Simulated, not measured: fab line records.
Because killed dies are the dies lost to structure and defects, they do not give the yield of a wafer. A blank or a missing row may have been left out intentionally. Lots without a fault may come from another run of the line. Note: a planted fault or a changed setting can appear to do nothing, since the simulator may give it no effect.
One fault through the eyes of 2 desks ; flow gf180mcu ; only its own numbers are on each desk; what lay behind them is given at the end

TOOL OWNER'S DESK, implanter-02
The tool's own readings at GF_HV_LDD_IMPLANT_35, given as means over the sampled wafers that have a number, one for each lot that went through this tool. The brackets show how far a lot's mean lies from the usual mean; more than 4 standard deviations puts the lot out of limits, marked OUT.
Columns: A = beamEnergyKeV at GF_HV_LDD_IMPLANT_35, usual 60.003
lot;first seen here;A
L922;day 13 15:43;60.007
L923;day 14 03:38;60.011
L926;day 15 05:52;55.979 (-99 or more) OUT
L927;day 15 11:50;55.990 (-99 or more) OUT
L936;day 18 12:17;59.970
L937;day 18 20:41;59.993
L938;day 19 07:04;59.997
Finding of this desk: L926, L927 out of limits; the first was L926 at day 15 05:52, on beamEnergyKeV at GF_HV_LDD_IMPLANT_35. In limits: L922, L923, L936, L937, L938.

FROM THE METROLOGY DESK
Means of the sampled wafers that have a number, per lot and without regard to the tool the lot ran on: this is what the gauges read. The brackets show how far a lot's mean lies from the usual mean; more than 4 standard deviations puts the lot out of limits, marked OUT.
Columns: A = NSD_TW at GF_NSD_TW_MEAS_12, usual 4241; B = cdNm at GF_PSD_CD_MEAS_07, usual 399.5 nm
lot;first seen here;A;B
L919;day 14 14:20;4232;398.3
L918;day 14 17:35;4248;403.3
L920;day 14 20:55;4238;401.6
L921;day 15 08:26;4266;399.6
L922;day 15 14:19;4242;398.5
L923;day 16 02:29;4221;402.5
L924;day 16 09:47;4236;398.9
L926;day 17 07:47;4253;399.0
L927;day 17 14:12;4256;400.6
L928;day 18 07:13;4240;398.8
L933;day 19 12:05;4252;401.8
L936;day 20 16:44;4224;399.7
L937;day 21 00:50;4256;397.3
L938;day 21 12:00;4226;399.0
This desk found nothing out of limits on any of the 14 lots.

BROUGHT TOGETHER
The tool owner's desk had the chance to raise an alarm at day 15 05:52 on L926, L927.
At the metrology desk, nothing out of limits was observed.
The metrology desk holds a record of L926, L927, inside its limits.
All the named lots went through GF_HV_LDD_IMPLANT_35 on implanter-02.

WHAT HAD BEEN PUT IN BY THE SIMULATOR
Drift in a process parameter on implanter-02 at GF_HV_LDD_IMPLANT_35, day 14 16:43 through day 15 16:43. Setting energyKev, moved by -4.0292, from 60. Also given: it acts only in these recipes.
Struck lots among those shown: L926, L927.
Delay in hours, fault start to first out-of-limits reading, by desk: the tool owner's desk at 13.
